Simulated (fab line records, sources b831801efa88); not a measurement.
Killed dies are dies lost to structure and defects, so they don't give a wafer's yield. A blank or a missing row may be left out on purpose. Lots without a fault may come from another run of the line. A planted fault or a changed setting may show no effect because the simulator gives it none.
Which tool did it? | flow sky130 | 11 lots, 33 wafers sampled, at 2 steps of a route of 708

WHAT THE GAUGES READ, wafer by wafer
SKY_SPACER_THK_MEAS_01.
lot  | measured     | on            | SPACER_CVD_00_THK (nm)
L498 | day 22 23:38 | film_metro-02 | 43.2 43.0 43.2
L499 | day 23 17:38 | film_metro-02 | 43.2 43.1 43.2
L500 | day 23 21:58 | film_metro-04 | 42.8 43.1 42.7
L501 | day 24 05:36 | film_metro-02 | 42.8 42.7 42.7
L502 | day 24 12:04 | film_metro-03 | 42.5 42.4 42.6
L503 | day 24 22:31 | film_metro-04 | 43.2 42.9 43.4
L504 | day 25 09:04 | film_metro-04 | 43.3 43.5 43.3
L505 | day 25 13:31 | film_metro-03 | 43.1 43.4 43.2
L511 | day 28 00:49 | film_metro-03 | 42.9 43.0 43.2
L513 | day 28 19:05 | film_metro-02 | 27.1 27.4 26.9
L514 | day 28 23:14 | film_metro-02 | 27.1 27.3 26.9

WHICH TOOL RAN EACH LOT (tool, then ch and the chambers of the sampled wafers, then the start)
lot  | SKY_SPACER_CVD_00
L498 | lpcvd-02 ch 0, day 22 22:26
L499 | lpcvd-02 ch 0, day 23 16:24
L500 | lpcvd-02 ch 1, day 23 20:45
L501 | lpcvd-02 ch 0, day 24 04:23
L502 | lpcvd-02 ch 1, day 24 10:51
L503 | lpcvd-02 ch 1, day 24 21:18
L504 | lpcvd-02 ch 0, day 25 07:16
L505 | lpcvd-02 ch 0, day 25 12:18
L511 | lpcvd-02 ch 0, day 27 23:37
L513 | lpcvd-02 ch 1, day 28 17:53
L514 | lpcvd-02 ch 0, day 28 22:02
- SKY_SPACER_CVD_00: deposits Si3N4 from DCS/NH3, target thk 43.1 nm, time 740 s.

THE ANSWER, worked out from the rows above alone
Rule: what is usual is taken from the lots themselves. Put in order of their means at a reading, lots are off if they are a third of the lots or fewer, leave a main group of 4 or more, and stand apart from it by a gap of 3 or more times the standard deviation of the main group's means; of several such gaps the widest counts. A main group whose means are all the same, to the digits that the tables above print for the reading, isn't used. A lot without any number at a reading at which 4 lots or more have one is off too. The other lots that the step has rows for count as sound.
Off: L513, L514, at SKY_SPACER_THK_MEAS_01 (SPACER_CVD_00_THK). The main group: mean 43.0 nm, standard deviation 0.26.
A tool fits if, at a process step before that reading, it ran every lot that is off, and no sound lot after the first of them. The gauges at SKY_SPACER_THK_MEAS_01 are tried like those tools. Can't be told from this: 2 tools fit, lpcvd-02 at SKY_SPACER_CVD_00, film_metro-02 at SKY_SPACER_THK_MEAS_01.

WHAT THE SIMULATOR HAD PUT IN
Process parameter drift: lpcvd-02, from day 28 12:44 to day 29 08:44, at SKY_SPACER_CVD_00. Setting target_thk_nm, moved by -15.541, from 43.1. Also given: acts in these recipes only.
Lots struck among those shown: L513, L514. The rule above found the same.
